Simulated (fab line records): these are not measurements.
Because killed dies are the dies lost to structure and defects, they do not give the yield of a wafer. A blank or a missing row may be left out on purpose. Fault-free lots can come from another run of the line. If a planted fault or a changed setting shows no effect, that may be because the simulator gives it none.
fab line records	flow sky130
record: lots: 13	wafers: 39	lastDay: 50
route steps=708 shown VIA1@476 METAL5@663 PASSIVATION@684 PAD_OPEN@707
lots with no fault: from the same line, run without faults
startH: start of the lot's first displayed wafer, in hours after the record's first day	waitH: hours from the lot's prior step to this one	" as in the row above	L1.1+2: several wafers, shown together as one row	- value missing, or start not given	* or withheld: withheld	< > ~ a bound
route shown NAME@n: names a module that has steps shown in the file, with the first one's number in the route	usual: average and standard deviation across the fault-free wafers	same: alike in all rows	chamber/n: place in a boat	sites: each site's reading	_std_site: standard deviation of those values	_edge_site: the outer-site mean with the inner-site mean subtracted	radiusMm: how far each site lies from the wafer's centre	mask NAME#n: copy n	behind: the last tool/chamber to shape the wafer	hold: cause of the lot's hold/its duration in hours/its outcome	device: which transistor (n, p or np) failed to switch	end of line: at the end of the route, the tests of the same wafers	for a step that has no rows: nothing shown but its recipe	killed: not the wafer's yield, but the dies lost to structure and defects at the first sort	map: dies across one wafer; x = killed, . = not, _ = none there
set.NAME: setting as actually run; set.NAME@STEP: the setting as run at that earlier step	model.NAME: the simulator's own value behind a step, which no gauge read
the route's steps for a sample of lots (tables are steps, rows are wafers)
services: a tool's chamber out of use, with start hour (startH, from the record's first day; less than 0 if before it), hours out, and reason
== steps ==
step: SKY_VIA1_CLEAN_18
recipe: chemistry: IPA	timeS: 180	tempC: 25
same: timeS: 180
lot.wafer	tool	chamber	startH	waitH
L284.1+3+5	wetBench-02	0	772.50	0.0
L285.4+5+6	wetBench-04	2	784.28	0.0
L288.1+2+3	wetBench-01	2	820.14	0.0
L290.2+3+4	wetBench-01	3	839.79	0.0
L291.1+5+6	wetBench-04	2	842.80	0.0
L294.3+5+6	wetBench-04	1	863.95	0.0
L296.1+3+4	wetBench-04	0	877.55	0.0
L297.3+4+6	wetBench-04	3	886.65	0.0
L301.2+4+5	wetBench-04	3	922.94	0.0
L302.4+5+6	wetBench-04	3	924.68	0.0
L303.1+5+6	wetBench-04	1	933.70	0.0
L304.3+4+5	wetBench-04	0	950.04	0.0
L305.1+3+6	wetBench-01	3	967.40	0.0
step: SKY_METAL5_SPUTTER_02
recipe: material: AlCu	targetThkNm: 1150	powerW: 10600	timeS: 61.2	chamberPressurePa: 0.4
usual: cathodeDcPowerW: 10600/2	throttleValvePct: 30.1/1.2
same: timeS: 61.2
lot.wafer	tool	chamber	startH	waitH	cathodeDcPowerW	throttleValvePct
L284.1	pvdSputter-04	-	986.41	0.0	10599	32.2
L284.3	"	-	"	"	10601	29.4
L284.5	"	-	"	"	10601	32.1
L285.4	pvdSputter-04	-	996.76	0.0	10600	32.2
L285.5	"	-	"	"	10599	29.2
L285.6	"	-	"	"	10599	32.2
L288.1	pvdSputter-02	-	1028.36	0.0	10603	30.0
L288.2	"	-	"	"	10598	30.2
L288.3	"	-	"	"	10599	28.5
L290.2	pvdSputter-04	-	1044.91	0.0	10601	32.2
L290.3	"	-	"	"	10604	28.5
L290.4	"	-	"	"	10604	32.1
L291.1	pvdSputter-02	-	1052.15	0.0	10598	29.9
L291.5	"	-	"	"	10598	28.4
L291.6	"	-	"	"	10603	29.9
L294.3	pvdSputter-04	-	1066.46	0.0	10601	32.3
L294.5	"	-	"	"	10601	32.3
L294.6	"	-	"	"	10600	29.2
L296.1	pvdSputter-01	-	1077.66	0.0	10602	29.6
L296.3	"	-	"	"	10596	30.8
L296.4	"	-	"	"	10603	30.6
L297.3	pvdSputter-04	-	1080.46	0.0	10601	29.4
L297.4	"	-	"	"	10599	32.2
L297.6	"	-	"	"	10598	28.5
L301.2	pvdSputter-01	-	1114.36	0.0	10601	30.9
L301.4	"	-	"	"	10601	30.5
L301.5	"	-	"	"	10599	29.7
L302.4	pvdSputter-02	-	1114.66	0.0	10602	29.7
L302.5	"	-	"	"	10605	29.3
L302.6	"	-	"	"	10601	29.9
L303.1	pvdSputter-01	-	1122.54	0.0	10600	30.5
L303.5	"	-	"	"	10600	30.6
L303.6	"	-	"	"	10601	29.4
L304.3	pvdSputter-01	-	1136.16	0.0	10602	31.0
L304.4	"	-	"	"	10600	29.6
L304.5	"	-	"	"	10599	30.4
L305.1	pvdSputter-01	-	1148.26	0.0	10603	29.6
L305.3	"	-	"	"	10600	30.4
L305.6	"	-	"	"	10597	29.5
step: SKY_PASSIVATION_THK_MEAS_03
recipe: reads: Si3N4_of_PASSIVATION_CVD_02
usual: PASSIVATION_CVD_02_THK: 540/8.4
lot.wafer	tool	chamber	startH	waitH	PASSIVATION_CVD_02_THK[nm]
L284.1	filmMetro-04	-	1010.39	-	538
L284.3	"	-	"	"	529
L284.5	"	-	"	"	534
L285.4	filmMetro-02	-	1020.50	-	532
L285.5	"	-	"	"	536
L285.6	"	-	"	"	538
L288.1	filmMetro-02	-	1051.31	-	541
L288.2	"	-	"	"	534
L288.3	"	-	"	"	543
L290.2	filmMetro-04	-	1067.55	-	547
L290.3	"	-	"	"	539
L290.4	"	-	"	"	552
L291.1	filmMetro-04	-	1074.57	-	537
L291.5	"	-	"	"	552
L291.6	"	-	"	"	546
L294.3	filmMetro-04	-	1088.71	-	541
L294.5	"	-	"	"	537
L294.6	"	-	"	"	559
L296.1	filmMetro-01	-	1100.00	-	539
L296.3	"	-	"	"	551
L296.4	"	-	"	"	543
L297.3	filmMetro-04	-	1102.10	-	536
L297.4	"	-	"	"	557
L297.6	"	-	"	"	553
L301.2	filmMetro-02	-	1135.04	-	546
L301.4	"	-	"	"	541
L301.5	"	-	"	"	543
L302.4	filmMetro-01	-	1135.31	-	545
L302.5	"	-	"	"	540
L302.6	"	-	"	"	545
L303.1	filmMetro-04	-	1143.10	-	524
L303.5	"	-	"	"	530
L303.6	"	-	"	"	544
L304.3	filmMetro-04	-	1154.97	-	528
L304.4	"	-	"	"	538
L304.5	"	-	"	"	533
L305.1	filmMetro-02	-	1166.78	-	537
L305.3	"	-	"	"	536
L305.6	"	-	"	"	550
step: SKY_PAD_OPEN_BOW_MEAS_13
recipe: mode: bow
usual: PAD_OPEN_BOW: 49/9.2
lot.wafer	tool	chamber	startH	waitH	PAD_OPEN_BOW[um]
L284.1	filmMetro-03	-	1056.54	-	62
L284.3	"	-	"	"	55
L284.5	"	-	"	"	56
L285.4	filmMetro-02	-	1066.33	-	61
L285.5	"	-	"	"	53
L285.6	"	-	"	"	55
L288.1	filmMetro-03	-	1095.35	-	53
L288.2	"	-	"	"	57
L288.3	"	-	"	"	54
L290.2	filmMetro-02	-	1110.33	-	55
L290.3	"	-	"	"	69
L290.4	"	-	"	"	61
L291.1	filmMetro-03	-	1117.27	-	52
L291.5	"	-	"	"	52
L291.6	"	-	"	"	61
L294.3	filmMetro-02	-	1130.94	-	38
L294.5	"	-	"	"	47
L294.6	"	-	"	"	45
L296.1	filmMetro-02	-	1141.13	-	39
L296.3	"	-	"	"	44
L296.4	"	-	"	"	54
L297.3	filmMetro-02	-	1143.32	-	53
L297.4	"	-	"	"	47
L297.6	"	-	"	"	47
L301.2	filmMetro-03	-	1173.05	-	49
L301.4	"	-	"	"	59
L301.5	"	-	"	"	45
L302.4	filmMetro-04	-	1174.37	-	63
L302.5	"	-	"	"	57
L302.6	"	-	"	"	68
L303.1	filmMetro-03	-	1179.44	-	55
L303.5	"	-	"	"	52
L303.6	"	-	"	"	46
L304.3	filmMetro-02	-	1189.99	-	61
L304.4	"	-	"	"	66
L304.5	"	-	"	"	67
L305.1	filmMetro-02	-	1201.23	-	34
L305.3	"	-	"	"	45
L305.6	"	-	"	"	41
step: SKY_PAD_OPEN_PROBE_99
usual: defectLimitedYield: 82.7/1.9	killed_at_M0_to_M3: 43/6.6	killed_at_M4_up: 3.1/1.6	killedAtContacts: 23/5.6	killedAtFrontEnd: 15/4.2	killedAtOther: 0.2/0.43	killedDies: 85/9.3	killedOpen: 46/6.6	killedShort: 39/6.2	sort_bin_3_pad_short: 0.8/0.37	sort_bin_5_function: 10.2/1.5	sort_bin_6_memory: 6.2/1.1	sortNPass: 407/9.3	sortYieldPct: 82.7/1.9
same: grossDies: 492	killedAtBackSide: 0	sort_bin_4_leakage[%]: 0	sort_bin_8_speed[%]: 0
lot.wafer	tool	chamber	startH	waitH	defectLimitedYield[%]	killed_at_M0_to_M3	killed_at_M4_up	killedAtContacts	killedAtFrontEnd	killedAtOther	killedDies	killedOpen	killedShort	sort_bin_3_pad_short[%]	sort_bin_5_function[%]	sort_bin_6_memory[%]	sortNPass	sortYieldPct[%]
L290.2	prober-01	-	1110.48	0.1	79.7	46	4	28	22	0	100	57	43	1.6	11.4	7.3	392	79.7
L290.3	prober-01	-	1110.53	0.2	82.9	46	3	22	13	0	84	50	34	1.0	11.2	4.9	408	82.9
L290.4	prober-01	-	1110.58	0.2	80.5	57	1	22	16	0	96	53	43	0.8	10.8	7.9	396	80.5
L291.1	prober-02	-	1117.39	0.1	85.6	30	5	29	7	0	71	43	28	0.6	7.5	6.3	421	85.6
L291.5	prober-02	-	1117.59	0.2	80.3	59	2	17	19	0	97	54	43	1.2	10.2	8.3	395	80.3
L291.6	prober-02	-	1117.64	0.2	80.5	42	2	26	26	0	96	53	43	0.6	13.0	5.9	396	80.5
L297.3	prober-02	-	1143.50	0.2	80.9	46	2	28	17	1	94	49	45	1.0	12.2	5.9	398	80.9
L297.4	prober-02	-	1143.55	0.2	81.7	36	4	26	24	0	90	47	43	0.4	11.8	6.1	402	81.7
L297.6	prober-02	-	1143.65	0.2	79.5	44	4	38	15	0	101	46	55	0.8	12.4	7.3	391	79.5
L301.2	prober-02	-	1173.20	0.1	83.3	50	1	16	15	0	82	44	38	0.4	10.0	6.3	410	83.3
L301.4	prober-02	-	1173.30	0.2	82.5	40	1	25	20	0	86	50	36	1.2	10.6	5.7	406	82.5
L301.5	prober-02	-	1173.35	0.2	82.5	38	4	30	14	0	86	50	36	0.6	10.0	6.9	406	82.5
L302.4	prober-01	-	1174.58	0.2	75.8	73	8	24	13	1	119	36	50	3.7	16.3	4.3	373	75.8
L302.5	prober-01	-	1174.63	0.2	74.0	94	5	13	16	0	128	51	39	3.7	13.8	8.5	364	74.0
L302.6	prober-01	-	1174.68	0.2	76.4	85	2	13	16	0	116	42	32	1.8	16.9	4.9	376	76.4
L303.1	prober-02	-	1179.56	0.1	75.8	79	3	25	12	0	119	47	38	2.6	13.8	7.7	373	75.8
L303.5	prober-02	-	1179.76	0.2	76.4	73	4	21	18	0	116	45	41	3.0	14.6	5.9	376	76.4
L303.6	prober-02	-	1179.81	0.2	79.3	74	0	16	12	0	102	35	36	3.0	12.6	5.1	390	79.3
L304.3	prober-01	-	1190.17	0.2	72.2	90	3	30	14	0	137	51	34	4.3	15.2	8.3	355	72.2
L304.4	prober-01	-	1190.22	0.2	75.8	90	1	14	14	0	119	25	39	3.0	15.0	6.1	373	75.8
L304.5	prober-01	-	1190.27	0.2	74.6	89	2	17	15	2	125	47	26	3.0	17.3	5.1	367	74.6
L305.1	prober-01	-	1201.35	0.1	82.7	45	2	20	18	0	85	41	41	0.6	10.6	6.1	407	82.7
L305.3	prober-01	-	1201.45	0.2	83.5	47	2	22	10	0	81	46	35	0.6	7.7	8.1	411	83.5
L305.6	prober-01	-	1201.60	0.2	82.7	40	3	32	9	1	85	50	35	0.8	11.4	5.1	407	82.7
killed by level:class
L290.2 CONTACT:geometricParticle:open=9 VIA2:geometricParticle:open=9 LI_CONTACT:geometricParticle:open=8 VIA1:geometricParticle:open=8 CONTACT:geometricParticle:short=6 METAL1:geometricParticle:short=6 FIELD_ISO:geometricParticle:open=5 FIELD_ISO:geometricParticle:short=5
L290.3 METAL1:geometricParticle:short=9 VIA2:geometricParticle:open=9 CONTACT:geometricParticle:open=7 VIA1:geometricParticle:open=7 VIA3:geometricParticle:open=6 LI_CONTACT:geometricParticle:open=6 CONTACT:geometricParticle:short=5 POLY_GATE:geometricParticle:open=4
L290.4 VIA1:geometricParticle:open=12 METAL2:geometricParticle:short=11 LI_CONTACT:geometricParticle:open=10 VIA2:geometricParticle:open=8 VIA1:geometricParticle:short=7 VIA3:geometricParticle:open=6 CONTACT:geometricParticle:open=5 CONTACT:geometricParticle:short=5
L291.1 CONTACT:geometricParticle:open=12 LI_CONTACT:geometricParticle:open=9 VIA3:geometricParticle:open=7 VIA1:geometricParticle:open=5 METAL4:geometricParticle:short=4 FIELD_ISO:geometricParticle:short=3 CONTACT:geometricParticle:short=3 METAL1:geometricParticle:short=3
L291.5 VIA1:geometricParticle:open=14 VIA2:geometricParticle:open=14 FIELD_ISO:geometricParticle:short=8 METAL1:geometricParticle:short=8 CONTACT:geometricParticle:open=7 VIA1:geometricParticle:short=6 LI_CONTACT:geometricParticle:open=5 VIA2:geometricParticle:short=4
L291.6 LI_CONTACT:geometricParticle:open=10 VIA2:geometricParticle:open=8 VIA3:geometricParticle:open=8 CONTACT:geometricParticle:open=7 FIELD_ISO:geometricParticle:short=6 POLY_GATE:geometricParticle:open=5 VIA1:geometricParticle:short=5 FIELD_ISO:geometricParticle:open=4
L297.3 CONTACT:geometricParticle:open=12 METAL2:geometricParticle:short=10 VIA1:geometricParticle:open=10 CONTACT:geometricParticle:short=7 FIELD_ISO:geometricParticle:short=6 FIELD_ISO:geometricParticle:open=5 VIA2:geometricParticle:open=5 VIA3:geometricParticle:open=5
L297.4 CONTACT:geometricParticle:open=11 FIELD_ISO:geometricParticle:short=7 CONTACT:geometricParticle:short=7 VIA1:geometricParticle:open=7 METAL2:geometricParticle:short=7 POLY_GATE:geometricParticle:open=6 POLY_GATE:geometricParticle:short=4 LI_CONTACT:geometricParticle:open=4
L297.6 CONTACT:geometricParticle:open=13 METAL2:geometricParticle:short=12 VIA1:geometricParticle:open=8 CONTACT:geometricParticle:short=7 LOCAL_INTERCONNECT:geometricParticle:short=6 FIELD_ISO:geometricParticle:short=5 VIA2:geometricParticle:open=5 LI_CONTACT:geometricParticle:short=4
L301.2 VIA1:geometricParticle:open=13 VIA2:geometricParticle:open=9 VIA1:geometricParticle:short=6 VIA3:geometricParticle:open=6 METAL1:geometricParticle:short=5 FIELD_ISO:geometricParticle:short=4 POLY_GATE:geometricParticle:open=4 LOCAL_INTERCONNECT:geometricParticle:short=4
L301.4 VIA1:geometricParticle:open=13 FIELD_ISO:geometricParticle:open=7 CONTACT:geometricParticle:short=6 CONTACT:geometricParticle:open=6 METAL1:geometricParticle:short=6 VIA3:geometricParticle:open=6 FIELD_ISO:geometricParticle:short=5 VIA2:geometricParticle:open=5
L301.5 CONTACT:geometricParticle:open=14 VIA1:geometricParticle:open=8 METAL1:geometricParticle:short=7 VIA2:geometricParticle:open=7 LI_CONTACT:geometricParticle:open=6 CONTACT:geometricParticle:short=5 POLY_GATE:geometricParticle:open=4 VIA3:geometricParticle:open=4
L302.4 VIA1:unspecified=33 VIA1:geometricParticle:open=10 METAL2:geometricParticle:short=8 LI_CONTACT:geometricParticle:open=7 METAL1:geometricParticle:short=6 CONTACT:geometricParticle:open=6 POLY_GATE:geometricParticle:short=5 LOCAL_INTERCONNECT:geometricParticle:short=5
L302.5 VIA1:unspecified=38 VIA3:geometricParticle:open=13 VIA1:geometricParticle:open=9 FIELD_ISO:geometricParticle:short=7 METAL1:geometricParticle:short=7 VIA2:geometricParticle:open=7 METAL2:geometricParticle:short=6 CONTACT:geometricParticle:open=5
L302.6 VIA1:unspecified=42 VIA1:geometricParticle:open=15 FIELD_ISO:geometricParticle:short=6 VIA3:geometricParticle:open=5 LI_CONTACT:geometricParticle:open=4 METAL2:geometricParticle:short=4 VIA2:geometricParticle:open=4 VIA3:geometricParticle:short=4
L303.1 VIA1:unspecified=34 VIA1:geometricParticle:open=10 VIA3:geometricParticle:open=9 CONTACT:geometricParticle:open=7 VIA1:geometricParticle:short=7 VIA2:geometricParticle:open=7 LI_CONTACT:geometricParticle:open=6 FIELD_ISO:geometricParticle:short=5
L303.5 VIA1:unspecified=30 VIA1:geometricParticle:open=10 CONTACT:geometricParticle:open=8 VIA2:geometricParticle:open=7 POLY_GATE:geometricParticle:short=6 FIELD_ISO:geometricParticle:short=5 VIA2:geometricParticle:short=5 VIA3:geometricParticle:open=5
L303.6 VIA1:unspecified=31 VIA3:geometricParticle:short=7 METAL1:geometricParticle:short=7 VIA1:geometricParticle:open=7 VIA3:geometricParticle:open=7 LI_CONTACT:geometricParticle:open=5 POLY_GATE:geometricParticle:open=4 VIA1:geometricParticle:short=4
L304.3 VIA1:unspecified=52 LI_CONTACT:geometricParticle:open=11 VIA1:geometricParticle:open=10 FIELD_ISO:geometricParticle:open=8 CONTACT:geometricParticle:open=7 VIA2:geometricParticle:open=6 LOCAL_INTERCONNECT:geometricParticle:short=5 CONTACT:geometricParticle:short=5
L304.4 VIA1:unspecified=55 METAL2:geometricParticle:short=6 POLY_GATE:geometricParticle:short=5 LI_CONTACT:geometricParticle:open=5 METAL1:geometricParticle:short=5 VIA3:geometricParticle:open=5 FIELD_ISO:geometricParticle:short=4 VIA2:geometricParticle:open=4
L304.5 VIA1:unspecified=52 VIA1:geometricParticle:open=10 CONTACT:geometricParticle:open=9 VIA3:geometricParticle:open=6 FIELD_ISO:geometricParticle:open=5 VIA1:geometricParticle:short=5 LI_CONTACT:geometricParticle:open=4 METAL3:geometricParticle:short=4
L305.1 LI_CONTACT:geometricParticle:open=8 CONTACT:geometricParticle:open=7 METAL1:geometricParticle:short=7 METAL3:geometricParticle:short=6 VIA1:geometricParticle:open=6 VIA2:geometricParticle:open=6 FIELD_ISO:geometricParticle:open=4 FIELD_ISO:geometricParticle:short=4
L305.3 VIA3:geometricParticle:open=11 LI_CONTACT:geometricParticle:open=8 VIA2:geometricParticle:open=8 VIA1:geometricParticle:open=7 CONTACT:geometricParticle:open=5 VIA1:geometricParticle:short=5 FIELD_ISO:geometricParticle:short=4 LI_CONTACT:geometricParticle:short=4
L305.6 CONTACT:geometricParticle:open=12 LI_CONTACT:geometricParticle:open=10 VIA3:geometricParticle:open=8 VIA1:geometricParticle:open=6 VIA1:geometricParticle:short=5 METAL1:geometricParticle:short=4 POLY_GATE:geometricParticle:open=4 VIA2:geometricParticle:short=4
== services ==
tool	chamber	startH	hours	kind
wetBench-04	-	825.99	5.8	repair
pvdSputter-04	-	829.68	2.6	repair
pvdSputter-04	0	834.66	-	consumableReplace:kit
pvdSputter-04	0	834.66	18.0	scheduledDown
pvdSputter-04	0	834.66	18.0	ventCycle
pvdSputter-04	-	842.94	2.8	repair
pvdSputter-01	-	892.39	7.3	repair
pvdSputter-04	-	905.54	3.6	repair
wetBench-01	-	932.96	3.3	repair
pvdSputter-04	3	964.77	-	consumableReplace:kit
pvdSputter-04	3	964.77	18.0	scheduledDown
pvdSputter-04	3	964.77	18.0	ventCycle
pvdSputter-02	-	978.97	7.7	repair
pvdSputter-01	-	984.57	1.2	repair
wetBench-04	-	988.24	1.9	pm
pvdSputter-02	-	996.28	1.3	repair
pvdSputter-02	-	997.45	8.9	repair
pvdSputter-01	-	1015.28	2.1	repair
pvdSputter-04	2	1017.68	-	consumableReplace:kit
pvdSputter-04	2	1017.68	18.0	scheduledDown
pvdSputter-04	2	1017.68	18.0	ventCycle
pvdSputter-04	-	1036.32	7.4	repair
pvdSputter-02	-	1041.83	2.8	repair
pvdSputter-01	-	1058.95	10.0	repair
== key ==
firstSign: step: SKY_PAD_OPEN_PROBE_99	reading: sort_bin_3_pad_short	direction: up	sigmas: 6.2	usual: 0.8	struck: 3.1
effect: step: SKY_PAD_OPEN_PROBE_99	reading: killed_at_M0_to_M3	direction: up	sigmas: 6	usual: 43	struck: 83
metAt SKY_VIA1_CLEAN_18
struckLots L302,L303,L304
notActingAt SKY_METAL5_SPUTTER_02,SKY_PASSIVATION_THK_MEAS_03,SKY_PAD_OPEN_BOW_MEAS_13
onsetBetween 922.94 924.68
fault: kind: chamberParticleSource	tool: wetBench-04	chamber: -	onsetH: 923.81	steps: SKY_VIA1_CLEAN_18	ratePerVisitCm2: 1.1168	endH: 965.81
